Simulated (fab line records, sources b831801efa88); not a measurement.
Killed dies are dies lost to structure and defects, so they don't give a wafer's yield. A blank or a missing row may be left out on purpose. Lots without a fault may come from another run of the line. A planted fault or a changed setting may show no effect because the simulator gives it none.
Chamber matching | flow gf180mcu | GF_V2_CMP_04 on cmp-01: 4 sister chambers
The step polishes SiO2. 4 wafers are shown with their chamber, then 12 later ones without.

WAFERS WITH THEIR CHAMBER
wafer  | chamber | motor_current_A (A)
L090.1 | 3       | 12.1
L092.1 | 2       | 10.5
L092.5 | 1       | 12.2
L092.6 | 0       | 10.2

WAFERS WITHOUT THEIR CHAMBER
wafer  | motor_current_A (A)
L093.2 | 10.6
L093.4 | 12.3
L093.5 | 10.2
L095.1 | 12.1
L095.4 | 11.0
L095.5 | 10.6
L096.1 | 12.7
L096.4 | 10.9
L096.5 | 10.2
L097.1 | 11.9
L097.2 | 10.1
L097.5 | 12.5

WHICH CHAMBER EACH WENT THROUGH
wafer  | from the rows above     | in truth
L093.2 | can't be placed: 2 or 0 | 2
L093.4 | can't be placed: 1 or 3 | 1
L093.5 | can't be placed: 0 or 2 | 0
L095.1 | can't be placed: 3 or 1 | 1
L095.4 | can't be placed: 2 or 0 | 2
L095.5 | can't be placed: 2 or 0 | 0
L096.1 | can't be placed: 1 or 3 | 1
L096.4 | can't be placed: 2 or 0 | 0
L096.5 | can't be placed: 0 or 2 | 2
L097.1 | can't be placed: 3 or 1 | 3
L097.2 | can't be placed: 0 or 2 | 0
L097.5 | can't be placed: 1 or 3 | 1
Placed correctly: 0 of 12. Can't be placed from these rows: 12 (the true chamber is among the candidates in 12). Placed wrongly: 0.
How it was worked out, from the rows above alone: a wafer's distance from a chamber is the root of the sum, over the readings, of the square of ((its reading less the chamber's mean) divided by the reading's scatter). The wafer belongs to the nearest chamber; if the next one is less than 2 further off, it can't be placed. A chamber's mean is the mean of its shown wafers. The scatter: with one shown wafer a chamber, the root of the mean of the squares of how far each hidden wafer lies from its nearest shown one.
